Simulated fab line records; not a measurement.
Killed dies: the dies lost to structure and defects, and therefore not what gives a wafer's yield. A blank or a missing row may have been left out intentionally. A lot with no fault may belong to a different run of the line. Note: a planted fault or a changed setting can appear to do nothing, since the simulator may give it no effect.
A lot that was struck, set against a sound lot | flow sky130 | 30 out of 708 route steps
Sound: the wafers L741.1, L741.2, L741.5. Struck: wafer L753.1. (L753.2, L753.6 of the same lot were not struck and are left out.) The cause comes at the end.
Per side, at each step with rows, come the tool, then ch with its chambers, and then its first start. Under that, the readings that differ: sound wafers | struck wafers | difference of the means | sigmas: that difference in standard deviations of wafers without a fault.
alike: a reading whose means differ by less than 2 such deviations, as well as words and numbers matching on both sides. not compared: withheld readings; readings where some wafer has no value; bounds like >300 that might hide an equal value; numbers whose values overlap and for which the record gives no deviation.
Wherever a step has rows on one side only, a row that says differs or no value, or a row with sigmas, the two part there. Numbers that don't overlap but have no deviation are shown without sigmas and don't part them. Lack of a reading on every wafer of one side parts them only where that side has two or more wafers.

SKY_LI_CONTACT_OVL_MEAS_13:
  sound on overlay-02 at day 29 22:39; struck on overlay-02 at day 34 01:01
  alike: LI_CONTACT_OVL
then, 1 step without rows for these wafers: SKY_LI_CONTACT_ETCH_14 (etches BARC in N2/H2, stops on SiO2, time 45.9 s, target depth 60 nm).
SKY_LI_CONTACT_ETCH_15: etches PSG in C4F8/O2/Ar, stops on Si, target depth 600 nm.
  sound on rie-diel-03 ch 0,2, day 29 22:44; struck on rie-diel-02 ch 0, day 34 01:05
  alike: oes-product-au
SKY_LI_CONTACT_STRIP_16: strips in O2/N2.
  sound on plasma-asher-03 ch 0,1, day 29 22:49; struck on plasma-asher-01 ch 0, day 34 01:10
  alike: drypump-motor-current-A, o2-flow-sccm, oes-product-au, strip-time-to-endpoint-s
  not compared: rf-hours-counter-h
then, 2 steps without rows for these wafers: SKY_LI_CONTACT_CLEAN_17 (cleans in NMP, time 600 s); SKY_LI_CONTACT_PRE_CLEAN_18 (time 5.6 s).
SKY_LI_CONTACT_SPUTTER_19: material Ti, target thk 20 nm, time 106.37 s.
  sound on pvd-sputter-04 at day 29 23:07; struck on pvd-sputter-01 at day 34 01:28
  reading                | sound          | struck | difference | sigmas
  throttle-valve-pct (%) | 30.5 30.2 30.5 | 28.3   | -2.1       | -2
SKY_LI_CONTACT_SPUTTER_20: material TiN, target thk 20 nm, time 80 s.
  sound on pvd-sputter-04 at day 29 23:11; struck on pvd-sputter-01 at day 34 01:32
  alike: throttle-valve-pct
then, 1 step without rows for these wafers: SKY_LI_CONTACT_CVD_21 (deposits W, target thk 400 nm, time 120.56 s).
SKY_LI_CONTACT_RS_MEAS_22: measurement is done with a four-point probe.
  sound on film-metro-02 at day 29 23:23; struck on film-metro-04 at day 34 01:44
  alike: LI_CONTACT_W_RS
SKY_LI_CONTACT_THK_MEAS_23: measures by xrf.
  sound on film-metro-02 at day 29 23:30; struck on film-metro-04 at day 34 01:51
  alike: LI_CONTACT_W_THK
then, 1 step without rows for these wafers: SKY_LI_CONTACT_CMP_24 (polishes, stops on PSG, t overpolish 20 s, target thk 0 nm).
SKY_LOCAL_INTERCONNECT_SPUTTER_00: material TiN, target thk 100 nm, time 83.3 s.
  sound on pvd-sputter-01 at day 29 23:52; struck on pvd-sputter-03 at day 34 02:13
  reading                                                | sound             | struck | difference | sigmas
  model.TiN_of_LOCAL_INTERCONNECT_SPUTTER_00.thk-nm (nm) | 100.4 99.18 100.2 | 120.9  | +21.0      |
  alike: throttle-valve-pct
SKY_LOCAL_INTERCONNECT_RS_MEAS_01: measurement is done with a four-point probe.
  sound on film-metro-01 at day 29 23:55; struck on film-metro-03 at day 34 02:16
  reading                            | sound             | struck | difference | sigmas
  LOCAL_INTERCONNECT_TIN_RS (ohm/sq) | 14.10 14.27 14.11 | 11.61  | -2.55      | -17
SKY_LOCAL_INTERCONNECT_THK_MEAS_02: measures by xrf.
  sound on film-metro-01 at day 30 00:02; struck on film-metro-03 at day 34 02:23
  reading                         | sound            | struck | difference | sigmas
  LOCAL_INTERCONNECT_TIN_THK (nm) | 100.3 99.8 100.3 | 120.9  | +20.8      | +19
then, 8 steps without rows for these wafers: SKY_LOCAL_INTERCONNECT_DEHYDRATE_03 (time 60 s); SKY_LOCAL_INTERCONNECT_HMDS_04 (prime time 60 s); SKY_LOCAL_INTERCONNECT_COAT_05 (resist thk 60 nm); SKY_LOCAL_INTERCONNECT_COAT_06 (resist thk 450 nm); SKY_LOCAL_INTERCONNECT_SOFTBAKE_07 (time 90 s); SKY_LOCAL_INTERCONNECT_EXPOSE_08 (exposes mask LI1M, target cd 170 nm); SKY_LOCAL_INTERCONNECT_PEB_09; SKY_LOCAL_INTERCONNECT_DEVELOP_10 (develop time 60 s).
SKY_LOCAL_INTERCONNECT_CD_MEAS_11: target cd 170 nm.
  sound on cd-sem-02 at day 31 03:14; struck on cd-sem-02 at day 35 04:55
  alike: cd-nm
SKY_LOCAL_INTERCONNECT_OVL_MEAS_12:
  sound on overlay-02 at day 31 03:21; struck on overlay-01 at day 35 05:02
  alike: LOCAL_INTERCONNECT_OVL
then, 1 step without rows for these wafers: SKY_LOCAL_INTERCONNECT_ETCH_13 (etches BARC in N2/H2, stops on SiO2, time 45.9 s, target depth 60 nm).
SKY_LOCAL_INTERCONNECT_METAL_ETCH_14: etches TiN in Cl2/BCl3, stops on PSG, target depth 110 nm, time 31.4 s.
  sound on rie-metal-01 ch 0,1, day 31 03:27; struck on rie-metal-03 ch 0, day 35 05:07
  reading                | sound                | struck | difference | sigmas
  oes-product-au (a.u.)  | 0.943 0.946 0.941    | 1.009  | +0.066     | +9
  throttle-valve-pct (%) | 21.909 21.894 21.901 | 21.861 | -0.040     | -4
  alike: drypump-motor-current-A
  not compared: rf-hours-counter-h
SKY_LOCAL_INTERCONNECT_STRIP_15: strips in O2/N2.
  sound on plasma-asher-01 ch 0,1, day 31 03:31; struck on plasma-asher-01 ch 1, day 35 05:11
  alike: drypump-motor-current-A, o2-flow-sccm, oes-product-au, strip-time-to-endpoint-s
  not compared: rf-hours-counter-h
SKY_LOCAL_INTERCONNECT_STRIP_16: strips in post etch residue remover, time 1200 s.
  sound on wet-bench-04 ch 1, day 31 03:37; struck on wet-bench-01 ch 3, day 35 05:17
  reading                                                | sound             | struck | difference | sigmas
  model.TiN_of_LOCAL_INTERCONNECT_SPUTTER_00.thk-nm (nm) | 99.93 98.76 99.75 | 120.5  | +21.0      |
then, 1 step without rows for these wafers: SKY_LOCAL_INTERCONNECT_CLEAN_17 (cleans in IPA, time 180 s).

WHERE THEY PART
Last at SKY_LOCAL_INTERCONNECT_METAL_ETCH_14 as far as this record goes, first at SKY_LI_CONTACT_SPUTTER_19. Later steps at which nothing parts them and some readings are alike: SKY_LOCAL_INTERCONNECT_STRIP_15.

WHY: what had been put in by the simulator
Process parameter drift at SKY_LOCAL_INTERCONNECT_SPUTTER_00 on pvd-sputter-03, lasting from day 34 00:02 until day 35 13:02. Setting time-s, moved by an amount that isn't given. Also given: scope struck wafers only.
